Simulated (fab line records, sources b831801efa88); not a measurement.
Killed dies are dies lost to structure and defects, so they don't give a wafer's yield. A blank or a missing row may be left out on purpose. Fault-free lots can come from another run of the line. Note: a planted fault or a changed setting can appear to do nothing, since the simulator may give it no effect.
A lot that was struck, set against a sound lot	flow sfq-line	21 out of 325 route steps
Sound: these wafers, L213.1, L213.2, L213.6. Struck: wafers L223.2, L223.3, L223.5. The cause is named last.
Each step with rows lists, per side, the tool, then ch with its chambers, then its first start. Under that, the readings that differ: sound wafers	struck wafers	difference of the means	sigmas: that difference in standard deviations of wafers without a fault.
alike: readings whose means differ by less than 2 such deviations, and words and numbers that are the same on both sides. not compared: withheld readings, readings that some wafer has no value for, bounds like >300 that may hide the same value, and numbers for which the record gives no deviation and whose values overlap.
Wherever a step has rows on one side only, a row that says differs or no value, or a row with sigmas, the two part there. Non-overlapping numbers with no deviation appear without sigmas and do not part them. A reading missing from all wafers of one side parts the sides only when that side holds two or more wafers.

first, 2 steps without rows for these wafers: SFQ_TRILAYER_M3_LITHO_PEB_078 (peb time 60 s); SFQ_TRILAYER_M3_LITHO_DEVELOP_077 (time 60 s).
SFQ_M3_OVL_MEAS_921:
  sound: overlay-01 at day 30 03:22; struck: overlay-02 at day 32 20:11
  alike: M3_OVL
then, 2 steps without rows for these wafers: SFQ_TRILAYER_M3_BARC_OPEN_METAL_ETCH_100 (etches BARC in O2, target depth 125 nm, time 41.7 s); SFQ_TRILAYER_M3_ETCH_METAL_ETCH_078 (etches Nb in Cl2/Ar, stops on SiO2, target depth 240 nm, time 120 s).
SFQ_TRILAYER_M3_STRIP_STRIP_079: strips in O2.
  sound on rie-metal-01 ch 0,1, day 30 03:35; struck on rie-metal-01 ch 0,1, day 32 20:23
  alike: drypump-motor-current-A, oes-product-au
  not compared: rf-hours-counter-h
then, 1 step without rows for these wafers: SFQ_TRILAYER_M3_STRIP_SOLV_CLEAN_080 (cleans in NMP, time 600 s).
SFQ_TRILAYER_I3_DEP_PECVD_081: deposits SiO2 from SiH4/N2O, time 111.11 s, target thk 500 nm.
  sound on pecvd-03 ch 0,1,2, day 30 04:22; struck on pecvd-04 ch 0,1,2, day 32 21:10
  alike: heater-power-w, throttle-valve-pct
then, 1 step without rows for these wafers: SFQ_TRILAYER_I3_CMP_CMP_082 (polishes SiO2).
-- the record jumps here: 3 days lie between the struck wafers' starts before and after --
SFQ_I3_BOW_MEAS_922:
  sound: film-metro-03 at day 31 22:19; struck: film-metro-02 at day 35 09:32
  alike: I3_BOW
SFQ_TRILAYER_I3_METRO_MEASURE_083:
  sound: film-metro-03 at day 31 22:26; struck: film-metro-02 at day 35 09:50
  alike: thk-nm
then, 1 step without rows for these wafers: SFQ_TRILAYER_I3_VIA_LITHO_COAT_090 (resist thk 62 nm).
SFQ_TRILAYER_I3_VIA_LITHO_COAT_085: resist thk 650 nm.
  sound on litho-track-04 ch 0, day 31 23:56; struck on litho-track-02 ch 0, day 35 11:11
reading	sound	struck	difference	sigmas
model.KrF_of_TRILAYER_I3_VIA_LITHO_COAT_085.thk-nm (nm)	650.1 649.1 650.7	686 685.9 684.8	+36	
then, 4 steps without rows for these wafers: SFQ_TRILAYER_I3_VIA_LITHO_SOFTBAKE_089; SFQ_TRILAYER_I3_VIA_LITHO_EXPOSE_086 (exposes mask I3, target cd 500 nm); SFQ_TRILAYER_I3_VIA_LITHO_PEB_088 (peb time 60 s); SFQ_TRILAYER_I3_VIA_LITHO_DEVELOP_087 (time 60 s).
-- the record jumps here: 3 days lie between the struck wafers' starts before and after --
SFQ_I3_OVL_MEAS_923:
  sound: overlay-01 at day 35 04:28; struck: overlay-02 at day 38 11:14
  alike: I3_OVL
SFQ_TRILAYER_I3_VIA_BARC_OPEN_VIA_ETCH_121: etches BARC in O2, target depth 125 nm, time 41.7 s.
  sound on rie-diel-01 ch 0,3, day 35 04:31; struck on rie-diel-03 ch 0,2,3, day 38 11:16
  alike: drypump-motor-current-A, oes-product-au
  not compared: rf-hours-counter-h
SFQ_TRILAYER_I3_VIA_ETCH_VIA_ETCH_088: etches SiO2 in CHF3, stops on Nb, target depth 260 nm.
  sound on rie-diel-01 ch 0,3, day 35 04:33; struck on rie-diel-03 ch 0,2,3, day 38 11:18
reading	sound	struck	difference	sigmas
model.KrF_of_TRILAYER_I3_VIA_LITHO_COAT_085.thk-nm (nm)	527 527.4 530	564 565.5 564.1	+36	
  alike: drypump-motor-current-A, oes-product-au
SFQ_TRILAYER_I3_VIA_STRIP_STRIP_089: strips in O2.
  sound on rie-metal-01 ch 0,1, day 35 04:40; struck on rie-metal-03 ch 0, day 38 11:25
  alike: drypump-motor-current-A, oes-product-au
  not compared: rf-hours-counter-h

## WHERE THEY PART
Nowhere in this record.

WHY: whatever the simulator had introduced
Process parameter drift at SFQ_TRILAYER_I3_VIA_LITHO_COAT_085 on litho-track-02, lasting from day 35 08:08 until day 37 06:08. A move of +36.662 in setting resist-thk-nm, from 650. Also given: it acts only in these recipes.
